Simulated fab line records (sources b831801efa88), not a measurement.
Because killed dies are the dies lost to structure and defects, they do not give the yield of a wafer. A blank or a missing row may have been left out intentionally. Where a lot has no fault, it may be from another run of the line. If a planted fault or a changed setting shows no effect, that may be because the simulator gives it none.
Which tool is to blame?	flow gf180mcu	39 wafers from 13 lots sampled at 3 of the route's 602 steps

## WHAT EACH GAUGE READ, for each wafer
GF_HV_LDD_TW_MEAS_11.
lot	measured	on	HV_LDD_TW
L229	day 10 00:59	film-metro-03	2419 2418 2418
L231	day 10 14:22	film-metro-02	2365 2386 2392
L233	day 11 07:44	film-metro-03	2444 2431 2442
L234	day 11 13:53	film-metro-01	2447 2447 2435
L235	day 11 18:42	film-metro-03	2432 2441 2427
L236	day 12 01:37	film-metro-02	2389 2392 2384
L237	day 12 11:34	film-metro-02	2375 2386 2393
L238	day 12 17:05	film-metro-03	2438 2443 2442
L239	day 13 05:10	film-metro-02	2407 2405 2402
L241	day 14 10:04	film-metro-02	2407 2399 2389
L242	day 14 19:34	film-metro-02	2393 2397 2393
L250	day 16 12:13	film-metro-01	2469 2485 2483
L251	day 17 03:55	film-metro-01	2503 2504 2511

GF_HV_LDD_RS_MEAS_53: the measuring method here is four-point-probe.
lot	measured	on	HV_LDD_RS (ohm/sq)
L229	day 12 10:14	film-metro-02	419.8 419.9 420.8
L231	day 13 00:19	film-metro-03	420.8 419.6 419.1
L233	day 13 19:46	film-metro-02	419.7 419.8 419.9
L234	day 14 02:07	film-metro-02	420.5 421.0 419.8
L235	day 14 07:17	film-metro-01	420.2 419.2 419.1
L236	day 14 16:00	film-metro-02	420.1 418.8 419.8
L237	day 15 01:47	film-metro-03	417.9 417.7 416.5
L238	day 15 08:37	film-metro-03	417.6 418.0 417.2
L239	day 15 21:50	film-metro-03	418.2 418.0 417.9
L241	day 17 06:10	film-metro-01	420.3 418.6 419.9
L242	day 17 15:49	film-metro-01	419.3 419.1 418.2
L250	day 19 11:44	film-metro-01	401.8 402.8 402.0
L251	day 20 04:16	film-metro-02	401.7 401.9 402.1

## WHAT TOOL EACH LOT RAN ON (gives the tool, then ch and the chambers of the sampled wafers, and finally the start)
lot	GF_HV_LDD_IMPLANT_09
L229	implanter-03 ch 0, day 10 00:46
L231	implanter-03 ch 0, day 10 14:07
L233	implanter-02 ch 0, day 11 07:29
L234	implanter-03 ch 0, day 11 13:38
L235	implanter-03 ch 0, day 11 18:28
L236	implanter-03 ch 0, day 12 01:22
L237	implanter-02 ch 0, day 12 11:19
L238	implanter-02 ch 0, day 12 16:52
L239	implanter-03 ch 0, day 13 04:55
L241	implanter-02 ch 0, day 14 09:49
L242	implanter-03 ch 0, day 14 19:19
L250	implanter-02 ch 0, day 16 11:59
L251	implanter-02 ch 0, day 17 03:41
- GF_HV_LDD_IMPLANT_09

## WHAT THE TOOLS THEMSELVES READ (means of the sampled wafers that have a number; where no wafer has one, the mark that the record gives instead)
GF_HV_LDD_IMPLANT_09.
lot	tool	dose-ions-cm2	faraday-current-uA
L229	implanter-03	1.0002e+14	556
L231	implanter-03	9.9973e+13	565
L233	implanter-02	1.0002e+14	567
L234	implanter-03	1.0001e+14	570
L235	implanter-03	1.0004e+14	552
L236	implanter-03	1.0001e+14	573
L237	implanter-02	1.0012e+14	560
L238	implanter-02	1.0006e+14	564
L239	implanter-03	9.9997e+13	580
L241	implanter-02	1.0003e+14	563
L242	implanter-03	9.9980e+13	560
L250	implanter-02	1.0977e+14	628
L251	implanter-02	1.0985e+14	624

## THE ANSWER, worked out from the rows above alone
Rule: usual is defined by the lots themselves. Put in order of their means at a reading, lots are off if they are a third of the lots or fewer, leave a main group of 4 or more, and stand apart from it by a gap of 3 or more times the standard deviation of the main group's means; of several such gaps the widest counts. A main group is skipped when, at the precision printed for the reading in the tables above, its means are all equal. Also off: a lot with no number at a reading for which 4 or more lots have one. Where the step has rows for the other lots, those lots are counted as sound. After the gauges, taken in route order, come the tools' own readings; for these a lot's mean is taken, as printed above. The first step at which some lot is off is used, and at that step the reading that is off furthest; a lot without a number counts as furthest.
Off: at GF_HV_LDD_RS_MEAS_53 (HV_LDD_RS), L250, L251. The main group: mean 419.2 ohm/sq, standard deviation 1.
If a tool, at a process step before that reading, ran all the lots that are off and no sound lot after the first of them, it fits. The gauges at GF_HV_LDD_RS_MEAS_53 aren't tried: what is off there is off at GF_HV_LDD_IMPLANT_09 too, on other tools, and a gauge's error can't cause that. One candidate fits, namely implanter-02 at GF_HV_LDD_IMPLANT_09. A fault onset in the window from L241 (day 14 09:49, its last sound lot) to L250 (day 16 11:59, its first lot off) fits.
The tool's own readings at GF_HV_LDD_IMPLANT_09 bear it out: on the lots that are off they differ by more than 5 times the standard deviation of the sound lots' means. dose-ions-cm2 reads 1.0981e+14 there against 1.0002e+14 on the sound lots; faraday-current-uA reads 626 there against 565 on the sound lots.

## WHAT HAD BEEN PUT IN BY THE SIMULATOR
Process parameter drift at GF_HV_LDD_IMPLANT_09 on implanter-02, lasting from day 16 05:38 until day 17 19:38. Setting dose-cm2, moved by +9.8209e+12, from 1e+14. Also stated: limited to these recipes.
Struck lots among those shown: L250, L251. The rule given above showed the same thing.
